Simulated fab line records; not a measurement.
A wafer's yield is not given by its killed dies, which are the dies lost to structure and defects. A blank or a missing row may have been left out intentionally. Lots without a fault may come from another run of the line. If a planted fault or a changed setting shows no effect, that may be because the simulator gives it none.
Which tool did it?    flow sky130    11 lots with 32 wafers sampled at 6 steps, on a route of 708 steps

## WHAT THE GAUGES READ, wafer by wafer
SKY_VIA1_BOW_MEAS_03.
lot   measured      on            VIA1_BOW (um)
L805  day 33 20:25  filmMetro-04  69 83 73
L804  day 33 21:55  filmMetro-04  80 83 81
L808  day 34 12:29  filmMetro-04  65 81 83
L810  day 35 03:46  filmMetro-03  72 83
L814  day 36 14:51  filmMetro-04  77 93 84
L817  day 37 05:10  filmMetro-03  87 92 75
L820  day 37 23:23  filmMetro-03  70 71 80
L821  day 38 15:02  filmMetro-01  80 81 87
L822  day 38 15:20  filmMetro-01  79 83 81
L823  day 39 02:20  filmMetro-03  92 72 89
L825  day 39 12:52  filmMetro-04  83 76 80

SKY_METAL2_RS_MEAS_05: measures by four-point-probe.
lot   measured      on            METAL2_ALCU_RS (ohm/sq)
L805  day 35 00:52  filmMetro-02  0.1267 0.1277 0.1267
L804  day 35 02:19  filmMetro-03  0.1231 0.1243 0.1254
L808  day 35 17:06  filmMetro-03  0.1263 0.1242 0.1246
L810  day 36 07:59  filmMetro-02  0.1389 0.1267
L814  day 37 18:22  filmMetro-02  0.1267 0.1255 0.1239
L817  day 38 07:55  filmMetro-03  0.1241 0.1250 0.1271
L820  day 39 02:10  filmMetro-02  0.1235 0.1229 0.1248
L821  day 39 17:29  filmMetro-02  0.1234 0.1258 0.1263
L822  day 39 18:23  filmMetro-02  0.1267 0.1287 0.1281
L823  day 40 05:44  filmMetro-04  0.1267 0.1254 0.1277
L825  day 40 14:46  filmMetro-02  0.1269 0.1268 0.1284

SKY_METAL2_THK_MEAS_06: measures by xrf.
lot   measured      on            METAL2_ALCU_THK (nm)
L805  day 35 00:59  filmMetro-02  249 250 248
L804  day 35 02:26  filmMetro-03  255 254 249
L808  day 35 17:12  filmMetro-03  250 253 255
L810  day 36 08:05  filmMetro-02  227 247
L814  day 37 18:29  filmMetro-02  250 252 256
L817  day 38 08:02  filmMetro-03  253 250 249
L820  day 39 02:17  filmMetro-02  256 255 251
L821  day 39 17:36  filmMetro-02  255 250 249
L822  day 39 18:30  filmMetro-02  248 244 246
L823  day 40 05:51  filmMetro-04  248 251 246
L825  day 40 14:51  filmMetro-02  248 247 247

## TOOL THAT RAN EACH LOT (tool first, then ch and the chambers of the sampled wafers, then the start)
lot   SKY_VIA1_ETCH_15                   SKY_METAL2_SPUTTER_00        SKY_METAL2_SPUTTER_02
L805  rieDiel-02 ch 0,2,3, day 34 23:28  pvdSputter-03, day 35 00:44  pvdSputter-03, day 35 00:47
L804  rieDiel-04 ch 0,2,3, day 35 00:53  pvdSputter-04, day 35 02:10  pvdSputter-04, day 35 02:13
L808  rieDiel-02 ch 1,2, day 35 15:38    pvdSputter-01, day 35 16:55  pvdSputter-01, day 35 16:58
L810  rieDiel-02 ch 2,3, day 36 06:17    pvdSputter-01, day 36 07:49  pvdSputter-01, day 36 07:52
L814  rieDiel-04 ch 0,1,3, day 37 16:58  pvdSputter-04, day 37 18:14  pvdSputter-04, day 37 18:17
L817  rieDiel-02 ch 0,1,3, day 38 06:29  pvdSputter-04, day 38 07:46  pvdSputter-04, day 38 07:49
L820  rieDiel-04 ch 0,1, day 39 00:38    pvdSputter-04, day 39 02:01  pvdSputter-04, day 39 02:03
L821  rieDiel-04 ch 0,1, day 39 16:04    pvdSputter-04, day 39 17:20  pvdSputter-04, day 39 17:23
L822  rieDiel-02 ch 2,3, day 39 16:47    pvdSputter-03, day 39 18:14  pvdSputter-03, day 39 18:17
L823  rieDiel-03 ch 0,1,3, day 40 04:19  pvdSputter-04, day 40 05:35  pvdSputter-04, day 40 05:38
L825  rieDiel-02 ch 0,1,2, day 40 13:19  pvdSputter-03, day 40 14:34  pvdSputter-03, day 40 14:37
- SKY_VIA1_ETCH_15: etches SiO2 in C4F8/O2/Ar, stops on TiN, target depth 351 nm, time 54 s.
- SKY_METAL2_SPUTTER_00: material Ti, target thk 15 nm, time 10 s.
- SKY_METAL2_SPUTTER_02: material AlCu, target thk 250 nm, time 13.3 s.

## WHAT THE TOOLS THEMSELVES READ (means of the sampled wafers that have a number; where no wafer has one, the mark that the record gives instead)
SKY_VIA1_ETCH_15.
lot   tool        oesProductAu (a.u.)
L805  rieDiel-02  0.983
L804  rieDiel-04  0.984
L808  rieDiel-02  0.987
L810  rieDiel-02  0.973
L814  rieDiel-04  0.983
L817  rieDiel-02  0.977
L820  rieDiel-04  0.983
L821  rieDiel-04  0.977
L822  rieDiel-02  0.985
L823  rieDiel-03  0.981
L825  rieDiel-02  0.984

SKY_METAL2_SPUTTER_00.
lot   tool           chamberPressurePa (Pa)  throttleValvePct (%)
L805  pvdSputter-03  0.3997                  30.8
L804  pvdSputter-04  0.4002                  30.1
L808  pvdSputter-01  0.3999                  30.3
L810  pvdSputter-01  0.3997                  29.3
L814  pvdSputter-04  0.4009                  30.2
L817  pvdSputter-04  0.4008                  30.0
L820  pvdSputter-04  0.3995                  30.5
L821  pvdSputter-04  0.4000                  30.1
L822  pvdSputter-03  0.3994                  29.6
L823  pvdSputter-04  0.3997                  30.3
L825  pvdSputter-03  0.3989                  31.7

SKY_METAL2_SPUTTER_02.
lot   tool           chamberPressurePa (Pa)  throttleValvePct (%)
L805  pvdSputter-03  0.4001                  30.6
L804  pvdSputter-04  0.4000                  30.0
L808  pvdSputter-01  0.4004                  30.2
L810  pvdSputter-01  0.4005                  29.4
L814  pvdSputter-04  0.3999                  29.9
L817  pvdSputter-04  0.4002                  30.0
L820  pvdSputter-04  0.3999                  30.7
L821  pvdSputter-04  0.3993                  29.9
L822  pvdSputter-03  0.4006                  29.8
L823  pvdSputter-04  0.3997                  30.3
L825  pvdSputter-03  0.4012                  31.8

## THE ANSWER, worked out from the rows above alone
Rule: the lots themselves supply what counts as usual. Put in order of their means at a reading, lots are off if they are a third of the lots or fewer, leave a main group of 4 or more, and stand apart from it by a gap of 3 or more times the standard deviation of the main group's means; of several such gaps the widest counts. The tables above print the reading to a certain number of digits; a main group whose means all agree to those digits is not used. A lot without any number at a reading at which 4 lots or more have one is off too. Any other lot the step has rows for is counted as sound. The gauges are gone through in route order, then the tools' own readings, and for those a lot's mean is taken as printed above. The first step at which some lot is off is used, and at that step the reading that is off furthest; a lot without a number counts as furthest.
Off: L810, seen at SKY_METAL2_RS_MEAS_05 (METAL2_ALCU_RS). Main group: mean 0.1258 ohm/sq, sd 0.0013.
A tool fits if, at a process step before that reading, it ran every lot that is off, and no sound lot after the first of them. Gauges at SKY_METAL2_RS_MEAS_05: tried the same way as those tools. One candidate fits, namely pvdSputter-01 at SKY_METAL2_SPUTTER_00 and SKY_METAL2_SPUTTER_02. At SKY_METAL2_SPUTTER_00 its last sound lot is L808 (day 35 16:55), its first lot that is off L810 (day 36 07:49): a fault that began between those two fits.

## WHAT WAS PUT IN BY THE SIMULATOR
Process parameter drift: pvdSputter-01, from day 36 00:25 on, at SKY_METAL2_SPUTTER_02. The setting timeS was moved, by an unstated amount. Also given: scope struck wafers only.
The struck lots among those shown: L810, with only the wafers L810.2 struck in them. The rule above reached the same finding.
